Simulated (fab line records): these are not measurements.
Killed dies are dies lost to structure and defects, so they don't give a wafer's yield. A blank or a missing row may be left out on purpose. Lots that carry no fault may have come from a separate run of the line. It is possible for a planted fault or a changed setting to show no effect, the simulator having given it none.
A lot that was struck, set against a sound lot :: flow sky130 :: 18 steps out of a route of 708
Sound: these wafers, L751.2, L751.5, L751.6. Struck: wafer L758.4 (left out: L758.2, L758.5 of the same lot, which were not struck); the cause appears at the end.
For every step that has rows: the tool of each side, followed by ch and its chambers, followed by its first start. Under that, the readings that differ: sound wafers :: struck wafers :: difference of the means :: sigmas: that difference in standard deviations of wafers without a fault.
alike: words and numbers the same on both sides, and readings whose means are apart by under 2 such deviations; not compared: readings that were withheld, readings missing a value for some wafer, numbers with overlapping values and no deviation given by the record, and bounds like >300 which may hide the same value.
A row with sigmas, a row that says differs or no value, or rows on one side alone: a step with any of these is where the two part. Non-overlapping numbers with no deviation appear without sigmas and do not part them. A reading that every wafer of one side lacks parts them only if that side has two wafers or more.

first, 3 steps without rows for these wafers: SKY_VIA3_EXPOSE_09 (exposes mask VIM3, target cd 200 nm); SKY_VIA3_PEB_10; SKY_VIA3_DEVELOP_11 (develop time 60 s).
SKY_VIA3_CD_MEAS_12: target cd 200 nm.
  sound: cd sem-02 at day 43 14:23; struck: cd sem-01 at day 45 05:15
  alike: cd nm
SKY_VIA3_OVL_MEAS_13:
  sound: overlay-01 at day 43 14:30; struck: overlay-01 at day 45 05:22
  alike: VIA3_OVL
SKY_VIA3_ETCH_14: etches BARC in N2/H2, stops on SiO2, time 45.9 s, target depth 60 nm.
  sound on rie diel-02 ch 1,2,3, day 43 14:32; struck on rie diel-03 ch 2, day 45 05:23
  alike: drypump motor current A, oes product au, rf fwd power W, throttle valve pct
  not compared: rf hours counter h
SKY_VIA3_ETCH_15: etches SiO2 in C4F8/O2/Ar, stops on TiN, target depth 507 nm, time 78 s.
  sound on rie diel-02 ch 1,2,3, day 43 14:34; struck on rie diel-03 ch 2, day 45 05:26
reading: oes product au (a.u.)
sound: 0.951 0.949 0.943
struck: 0.936
difference: -0.012
sigmas: -2
  alike: rf fwd power W
SKY_VIA3_STRIP_16: strips in O2/N2.
  sound on plasma asher-04 ch 0,1, day 43 14:38; struck on plasma asher-02 ch 0, day 45 05:29
  alike: drypump motor current A, oes product au, strip time to endpoint s
  not compared: rf hours counter h
then, 3 steps without rows for these wafers: SKY_VIA3_STRIP_17 (strips in post etch residue remover, time 1200 s); SKY_VIA3_CLEAN_18 (cleans in IPA, time 180 s); SKY_VIA3_CLEAN_19 (cleans in O3/DIW).
SKY_VIA3_SPUTTER_20: material TiN, target thk 20 nm, time 80 s.
  sound: pvd sputter-02 at day 43 15:14; struck: pvd sputter-01 at day 45 06:07
reading: throttle valve pct (%)
sound: 29.3 28.9 29.0
struck: 30.8
difference: +1.7
sigmas: +2
  alike: chamber pressure pa
SKY_VIA3_CVD_21: deposits W, target thk 390 nm, time 117.31 s.
  sound on cvd w-02 ch 0,1, day 43 15:17; struck on cvd w-02 ch 0, day 45 06:10
reading: model.W_of_VIA3_CVD_21.thk nm (nm)
sound: 396.7 376.2 392.6
struck: 722.4
difference: +333.9
sigmas: 
  alike: heater power w
SKY_VIA3_RS_MEAS_22: the measuring method here is four-point-probe.
  sound: film metro-02 at day 43 15:26; struck: film metro-03 at day 45 06:19
reading: VIA3_W_RS (ohm/sq)
sound: 0.289 0.304 0.293
struck: 0.158
difference: -0.137
sigmas: -24
SKY_VIA3_THK_MEAS_23: measures by xrf.
  sound: film metro-02 at day 43 15:32; struck: film metro-03 at day 45 06:25
  not compared: VIA3_W_THK
SKY_VIA3_CMP_24: polishes, stops on SiO2, t overpolish 20 s, target thk 0 nm.
  sound on cmp-02 ch 0,1,2, day 43 15:44; struck on cmp-02 ch 2, day 45 06:28
reading: time to endpoint s (s)
sound: 92 87 92
struck: 187
difference: +97
sigmas: +21
  alike: edge zone pressure frac, motor current A
SKY_METAL4_SPUTTER_00: material Ti, target thk 15 nm, time 10 s.
  sound: pvd sputter-04 at day 43 15:53; struck: pvd sputter-02 at day 45 06:46
reading: throttle valve pct (%)
sound: 31.1 30.1 31.3
struck: 28.8
difference: -2.0
sigmas: -2
  alike: chamber pressure pa
then, 1 step without rows for these wafers: SKY_PAD_OPEN_PROBE_99.

## WHERE THEY PART
At SKY_VIA3_ETCH_15 first; at SKY_METAL4_SPUTTER_00 last (within this record only).

WHY: whatever the simulator had introduced
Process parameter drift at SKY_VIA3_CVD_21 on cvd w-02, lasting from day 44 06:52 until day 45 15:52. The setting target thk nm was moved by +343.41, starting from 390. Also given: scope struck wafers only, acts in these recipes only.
